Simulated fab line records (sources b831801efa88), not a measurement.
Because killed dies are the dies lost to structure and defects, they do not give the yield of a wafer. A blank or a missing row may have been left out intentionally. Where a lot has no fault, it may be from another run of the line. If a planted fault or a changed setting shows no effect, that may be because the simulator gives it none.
fab line records | flow gf180mcu | part 2 of 2: steps 25 to 33 of 33
[record] lots = 5 wafers = 15 last_day = 33
route steps=602 shown PSD@256 NSD@262 SAB@264 SALICIDE@278 CONTACT@287
lots untouched by any fault: they come from a run of this same line in which no faults occurred
start_h: start of the lot's first displayed wafer, in hours after the record's first day | wait_h: hours from the lot's prior step to this one | " the same as in the row above | L1.1+2: a single row standing in for several wafers | - value missing, or start not given | * or withheld: withheld | < > ~ a bound
route shown NAME@n: NAME is a module with steps in the file, n the number in the route of the first one | usual: average and standard deviation across the fault-free wafers | same: alike in all rows | chamber/n: place in a boat | sites: per-site readings | _std_site: the standard deviation of these | _edge_site: inner sites' mean taken away from outer sites' mean | radius_mm: for every site, how far away it sits from the centre of the wafer | mask NAME#n: copy n | behind: the tool/chamber that last shaped the wafer | hold: reason for holding the lot/hours on hold/outcome of the hold | device: names the non-switching transistor (n, p or np) | end of line: the same wafers' tests at the end of the route | a step without rows: its recipe alone | killed: count of dies lost to structure and defects at first sort (not the wafer's yield) | map: dies across one wafer; x = killed, . = not, _ = none there
set.NAME: the run value of the setting; set.NAME@STEP: its run value at that earlier step | model.NAME: the simulator's own value behind a step, which no gauge read
lots at some steps of the route; a table a step, a row a wafer
services: a tool's chamber out of use, with start hour (start_h, from the record's first day; less than 0 if before it), hours out, and reason
[[steps]]
[step GF_SALICIDE_SPUTTER_02]
[recipe] material = Co target_thk_nm = 10 power_w = 1000 time_s = 20 chamber_pressure_pa = 0.4
[usual] chamber_pressure_pa = 0.3998/0.00075 throttle_valve_pct = 29.3/0.88
// columns lot.wafer tool chamber start_h wait_h chamber_pressure_pa throttle_valve_pct
L074.1 pvd_sputter-02 - 344.43 0.0 0.4008 29.9
L074.2 " - " " 0.4023 29.1
L074.6 " - " " 0.3997 29.6
L076.2 pvd_sputter-02 - 365.24 0.0 0.3995 28.1
L076.5 " - " " 0.4007 29.7
L076.6 " - " " 0.3987 29.0
L091.1 pvd_sputter-02 - 487.15 0.0 0.3992 29.4
L091.2 " - " " 0.3984 28.2
L091.5 " - " " 0.4002 30.0
L092.1 pvd_sputter-02 - 493.36 0.0 0.4020 29.2
L092.2 " - " " 0.3990 28.2
L092.6 " - " " 0.3986 28.9
L094.1 pvd_sputter-04 - 510.11 0.0 0.4000 29.7
L094.4 " - " " 0.3997 29.5
L094.6 " - " " 0.4002 28.6
[step GF_SALICIDE_SPUTTER_03]
[recipe] material = TiN target_thk_nm = 20 power_w = 6500 time_s = 16.7 chamber_pressure_pa = 0.4
[usual] chamber_pressure_pa = 0.3999/0.00074 throttle_valve_pct = 29.3/0.89
// columns lot.wafer tool chamber start_h wait_h chamber_pressure_pa throttle_valve_pct
L074.1 pvd_sputter-02 - 344.46 0.0 0.4019 30.1
L074.2 " - " " 0.4006 29.2
L074.6 " - " " 0.4007 29.5
L076.2 pvd_sputter-02 - 365.26 0.0 0.4000 28.3
L076.5 " - " " 0.4003 29.7
L076.6 " - " " 0.4015 29.5
L091.1 pvd_sputter-02 - 487.17 0.0 0.3995 29.2
L091.2 " - " " 0.3989 28.1
L091.5 " - " " 0.3997 30.0
L092.1 pvd_sputter-02 - 493.38 0.0 0.4012 29.0
L092.2 " - " " 0.3991 28.2
L092.6 " - " " 0.4001 28.8
L094.1 pvd_sputter-04 - 510.14 0.0 0.4008 29.9
L094.4 " - " " 0.4015 29.2
L094.6 " - " " 0.4004 28.5
[step GF_SALICIDE_RS_MEAS_04]
[recipe] thk_meas_gauge = four-point-probe reads = TiN_of_SALICIDE_SPUTTER_03+Co_of_SALICIDE_SPUTTER_02
[usual] SALICIDE_TIN_RS = 16.54/0.28
// columns lot.wafer tool chamber start_h wait_h SALICIDE_TIN_RS[ohm/sq]
L074.1 film_metro-01 - 344.48 0.0 16.50
L074.2 " - " " 16.80
L074.6 " - " " 16.61
L076.2 film_metro-03 - 365.31 0.0 16.85
L076.5 " - " " 16.64
L076.6 " - " " 16.60
L091.1 film_metro-04 - 487.20 0.0 16.05
L091.2 " - " " 16.48
L091.5 " - " " 16.45
L092.1 film_metro-04 - 493.41 0.0 16.22
L092.2 " - " " 16.50
L092.6 " - " " 16.41
L094.1 film_metro-04 - 510.17 0.0 17.00
L094.4 " - " " 16.90
L094.6 " - " " 16.94
[step GF_SALICIDE_THK_MEAS_05]
[recipe] thk_meas_gauge = xrf reads = TiN_of_SALICIDE_SPUTTER_03
[usual] SALICIDE_TIN_THK = 19.90/0.24
// columns lot.wafer tool chamber start_h wait_h SALICIDE_TIN_THK[nm]
L074.1 film_metro-01 - 344.60 0.1 20.37
L074.2 " - " " 20.15
L074.6 " - " " 20.16
L076.2 film_metro-03 - 365.42 0.1 19.97
L076.5 " - " " 20.06
L076.6 " - " " 19.94
L091.1 film_metro-04 - 487.32 0.1 19.74
L091.2 " - " " 19.55
L091.5 " - " " 19.87
L092.1 film_metro-04 - 493.53 0.1 19.83
L092.2 " - " " 19.92
L092.6 " - " " 19.79
L094.1 film_metro-04 - 510.29 0.1 19.76
L094.4 " - " " 19.58
L094.6 " - " " 19.72
[step GF_SALICIDE_RTA_06]
[recipe] temp_c = 530 time_s = 30 ambient = N2
[usual] lamp_power_pct = 6.6/0.69 wafer_temp_C_max = 531.9/0.44
// columns lot.wafer tool chamber start_h wait_h lamp_power_pct wafer_temp_C_max
L074.1 rtp_anneal-02 0 344.66 0.1 7.3 532.3
L074.2 " 0 " " 7.3 532.5
L074.6 " 0 " " 7.3 532.1
L076.2 rtp_anneal-01 0 365.49 0.1 5.9 532.0
L076.5 " 0 " " 5.9 531.9
L076.6 " 0 " " 5.9 532.4
L091.1 rtp_anneal-02 0 487.38 0.1 7.3 531.8
L091.2 " 0 " " 7.3 531.6
L091.5 " 0 " " 7.3 533.2
L092.1 rtp_anneal-01 0 493.59 0.1 5.9 532.4
L092.2 " 0 " " 5.9 531.9
L092.6 " 0 " " 5.9 532.0
L094.1 rtp_anneal-02 0 510.35 0.1 7.3 532.6
L094.4 " 0 " " 7.3 532.0
L094.6 " 0 " " 7.3 532.3
[step GF_SALICIDE_WET_ETCH_07]
[recipe] chemistry = SPM target_depth_nm = 120 dry = n2_spin
// columns lot.wafer tool chamber start_h wait_h
L074.1+2+6 wet_bench-01 2 344.76 0.1
L076.2+5+6 wet_bench-01 1 365.57 0.1
L091.1+2+5 wet_bench-04 3 487.58 0.2
L092.1+2+6 wet_bench-04 0 493.69 0.1
L094.1+4+6 wet_bench-01 3 510.55 0.2
[step GF_SALICIDE_RTA_08]
[recipe] temp_c = 800 time_s = 30 ambient = N2
[usual] lamp_power_pct = 18.4/1.9 wafer_temp_C_max = 802.9/0.58
// columns lot.wafer tool chamber start_h wait_h lamp_power_pct wafer_temp_C_max
L074.1 rtp_anneal-01 0 344.86 0.0 16.4 802.6
L074.2 " 0 " " 16.4 803.5
L074.6 " 0 " " 16.4 802.3
L076.2 rtp_anneal-02 0 365.68 0.0 20.2 803.0
L076.5 " 0 " " 20.3 803.3
L076.6 " 0 " " 20.3 803.2
L091.1 rtp_anneal-01 0 487.67 0.0 16.4 803.9
L091.2 " 0 " " 16.4 802.8
L091.5 " 0 " " 16.4 804.2
L092.1 rtp_anneal-02 0 493.78 0.0 20.3 804.3
L092.2 " 0 " " 20.3 802.1
L092.6 " 0 " " 20.3 803.0
L094.1 rtp_anneal-01 0 510.66 0.0 16.4 802.6
L094.4 " 0 " " 16.4 802.7
L094.6 " 0 " " 16.4 803.2
[step GF_CONTACT_CVD_00]
[recipe] material = SiO2 target_thk_nm = 300 sigma_open_frac = 0.3 temp_c = 400 time_s = 50 sih4_flow_sccm = 60 pressure_mtorr = 6
[usual] sih4_flow_sccm = 59.97/0.18
// columns lot.wafer tool chamber start_h wait_h sih4_flow_sccm
L074.1 hdpcvd-02 1 344.96 0.1 59.59
L074.2 " 2 " " 60.28
L074.6 " 2 " " 60.10
L076.2 hdpcvd-02 0 365.76 0.1 59.52
L076.5 " 1 " " 60.21
L076.6 " 2 " " 59.76
L091.1 hdpcvd-01 2 487.77 0.1 60.42
L091.2 " 0 " " 60.16
L091.5 " 2 " " 60.39
L092.1 hdpcvd-01 0 493.98 0.2 59.88
L092.2 " 2 " " 59.97
L092.6 " 2 " " 60.11
L094.1 hdpcvd-01 1 510.76 0.1 59.69
L094.4 " 2 " " 60.40
L094.6 " 1 " " 59.85
[step GF_CONTACT_THK_MEAS_01]
[recipe] reads = SiO2_of_CONTACT_CVD_00
[usual] CONTACT_CVD_00_THK = 301.1/2.8
// columns lot.wafer tool chamber start_h wait_h CONTACT_CVD_00_THK[nm]
L074.1 film_metro-01 - 345.00 0.0 298.8
L074.2 " - " " 301.1
L074.6 " - " " 302.2
L076.2 film_metro-02 - 365.82 0.0 301.7
L076.5 " - " " 303.2
L076.6 " - " " 302.1
L091.1 film_metro-04 - 487.82 0.0 300.7
L091.2 " - " " 302.7
L091.5 " - " " 302.4
L092.1 film_metro-02 - 494.03 0.0 298.3
L092.2 " - " " 297.9
L092.6 " - " " 296.8
L094.1 film_metro-01 - 510.81 0.0 297.5
L094.4 " - " " 299.4
L094.6 " - " " 298.5
[[services]]
// columns tool chamber start_h hours kind
rie_diel-02 0 301.45 5.2 repair
pecvd-03 0 307.88 5.3 repair
pvd_sputter-02 - 321.85 2.3 repair
rie_diel-01 0 324.96 5.8 repair
iline_stepper-02 - 326.64 2.1 pm
pvd_sputter-04 - 326.65 2.0 repair
pecvd-01 - 327.25 2.8 pm
implanter-03 - 331.15 1.5 repair
rie_diel-01 1 344.21 2.1 repair
rie_diel-02 - 353.52 2.8 pm
wet_bench-03 - 355.33 1.9 pm
pecvd-01 - 356.63 0.9 repair
implanter-04 - 369.97 0.8 repair
pecvd-01 - 370.66 0.9 repair
implanter-03 - 376.56 5.9 pm
hdpcvd-01 - 419.31 2.8 pm
pvd_sputter-02 - 441.95 4.5 repair
iline_stepper-02 - 443.78 2.7 repair
hdpcvd-01 - 452.82 28.1 pm
implanter-03 - 457.17 4.2 pm
pvd_sputter-02 - 460.66 10.0 repair
iline_stepper-02 - 460.80 1.7 pm
iline_stepper-02 - 482.60 4.4 pm
rtp_anneal-01 - 509.89 0.6 pm
